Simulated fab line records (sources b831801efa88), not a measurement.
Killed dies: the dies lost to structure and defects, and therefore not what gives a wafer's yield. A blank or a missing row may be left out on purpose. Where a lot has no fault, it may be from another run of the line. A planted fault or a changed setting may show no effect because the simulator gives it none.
Struck lot and sound lot, side by side    flow sky130    28 steps out of a route of 708
Sound: the wafers L334.1, L334.4, L334.6. Struck: wafer L342.2 (left out: L342.1, L342.6 of the same lot, which were not struck); the cause appears at the end.
Each step with rows lists, per side, the tool, then ch with its chambers, then its first start. Under that, the readings that differ: sound wafers    struck wafers    difference of the means    sigmas: that difference in standard deviations of wafers without a fault.
alike: readings with means less than 2 such deviations apart, plus words and numbers identical on both sides. not compared: withheld readings, readings lacking a value on some wafer, bounds such as >300 that could conceal the same value, and numbers that have no deviation in the record and whose values overlap.
A row with sigmas, a row that says differs or no value, or rows on one side alone: a step with any of these is where the two part. Numbers that don't overlap but have no deviation are shown without sigmas and don't part them. Lack of a reading on every wafer of one side parts them only where that side has two or more wafers.

first, 3 steps without rows for these wafers: SKY_VIA4_STRIP_14 (strips in post etch residue remover, time 1200 s); SKY_VIA4_CLEAN_15 (cleans in IPA, time 180 s); SKY_VIA4_CLEAN_16 (cleans in O3/DIW).
SKY_VIA4_SPUTTER_17: material TiN, target thk 20 nm, time 80 s.
  struck on pvd-sputter-02, day 45 08:35; sound on pvd-sputter-02, day 42 12:38
  alike: cathode-dc-power-W, throttle-valve-pct
SKY_VIA4_CVD_18: deposits W, target thk 505 nm, time 152.14 s.
  sound on cvd-w-01 ch 0,1, day 42 12:42; struck on cvd-w-02 ch 1, day 45 08:38
  alike: heater-power-w
SKY_VIA4_RS_MEAS_19: uses a four-point probe to measure.
  struck on film-metro-04, day 45 08:48; sound on film-metro-01, day 42 12:51
reading             sound                 struck  difference  sigmas
VIA4_W_RS (ohm/sq)  0.2289 0.2307 0.2338  0.2253  -0.0058     -2
SKY_VIA4_THK_MEAS_20: measures by xrf.
  struck on film-metro-04, day 45 08:55; sound on film-metro-01, day 42 12:58
reading          sound        struck  difference  sigmas
VIA4_W_THK (nm)  499 497 490  513     +18         +3
SKY_VIA4_CMP_21: polishes, stops on SiO2, t overpolish 25 s, target thk 0 nm.
  sound on cmp-01 ch 0,3, day 42 13:02; struck on cmp-01 ch 0, day 45 08:59
  alike: motor-current-A, overpolish-run-s, time-to-endpoint-s
then, 3 steps without rows for these wafers: SKY_METAL5_SPUTTER_00 (material Ti, target thk 15 nm, time 10 s); SKY_METAL5_SPUTTER_01 (material TiN, target thk 20 nm, time 16.7 s); SKY_METAL5_SPUTTER_02 (material AlCu, target thk 1150 nm, time 61.2 s).
SKY_METAL5_SPUTTER_03: material Ti, target thk 5 nm, time 3.3 s.
  struck on pvd-sputter-03, day 45 09:22; sound on pvd-sputter-03, day 42 13:26
  alike: cathode-dc-power-W, throttle-valve-pct
SKY_METAL5_SPUTTER_04: material TiN, target thk 70 nm, time 58.3 s.
  struck on pvd-sputter-03, day 45 09:23; sound on pvd-sputter-03, day 42 13:27
reading                                     sound              struck  difference  sigmas
model.TiN_of_METAL5_SPUTTER_04.thk-nm (nm)  70.22 70.32 70.87  64.77   -5.70       
  alike: cathode-dc-power-W, throttle-valve-pct
SKY_METAL5_RS_MEAS_05: uses a four-point probe to measure.
  struck on film-metro-04, day 45 09:26; sound on film-metro-04, day 42 13:30
  alike: METAL5_ALCU_RS
SKY_METAL5_THK_MEAS_06: measures by xrf.
  struck on film-metro-04, day 45 09:34; sound on film-metro-04, day 42 13:37
  alike: METAL5_ALCU_THK
then, 7 steps without rows for these wafers: SKY_METAL5_DEHYDRATE_07 (time 60 s); SKY_METAL5_HMDS_08 (prime time 60 s); SKY_METAL5_COAT_09 (resist thk 1800 nm); SKY_METAL5_SOFTBAKE_10 (time 60 s); SKY_METAL5_EXPOSE_11 (exposes mask MM5, target cd 1600 nm); SKY_METAL5_PEB_12; SKY_METAL5_DEVELOP_13 (develop time 60 s).
SKY_METAL5_DESCUM_14: chemistry O2, time 11 s.
  sound on rie-metal-01 ch 0,1, day 43 12:16; struck on rie-metal-04 ch 1, day 46 05:55
  alike: drypump-motor-current-A, oes-product-au
  not compared: rf-hours-counter-h
then, 2 steps without rows for these wafers: SKY_METAL5_METAL_ETCH_15 (etches the open film in Cl2/BCl3, stops on SiO2, target depth 1260 nm, time 252 s); SKY_METAL5_STRIP_16 (strips in O2/N2).
SKY_METAL5_STRIP_17: strips in post etch residue remover, time 1200 s.
  sound on wet-bench-02 ch 1, day 43 12:38; struck on wet-bench-01 ch 2, day 46 06:17
reading                                     sound              struck  difference  sigmas
model.TiN_of_METAL5_SPUTTER_04.thk-nm (nm)  69.81 69.91 70.46  64.36   -5.70       
then, 1 step without rows for these wafers: SKY_METAL5_CLEAN_18 (cleans in IPA, time 180 s).
SKY_PAD_OPEN_PROBE_99:
  rows exist in the record for the struck wafers here (prober-01, day 48 02:24), but not for the sound ones

== WHERE THEY PART ==
Earliest at SKY_VIA4_RS_MEAS_19; latest, in this record, at SKY_PAD_OPEN_PROBE_99.

WHY: the cause the simulator had injected
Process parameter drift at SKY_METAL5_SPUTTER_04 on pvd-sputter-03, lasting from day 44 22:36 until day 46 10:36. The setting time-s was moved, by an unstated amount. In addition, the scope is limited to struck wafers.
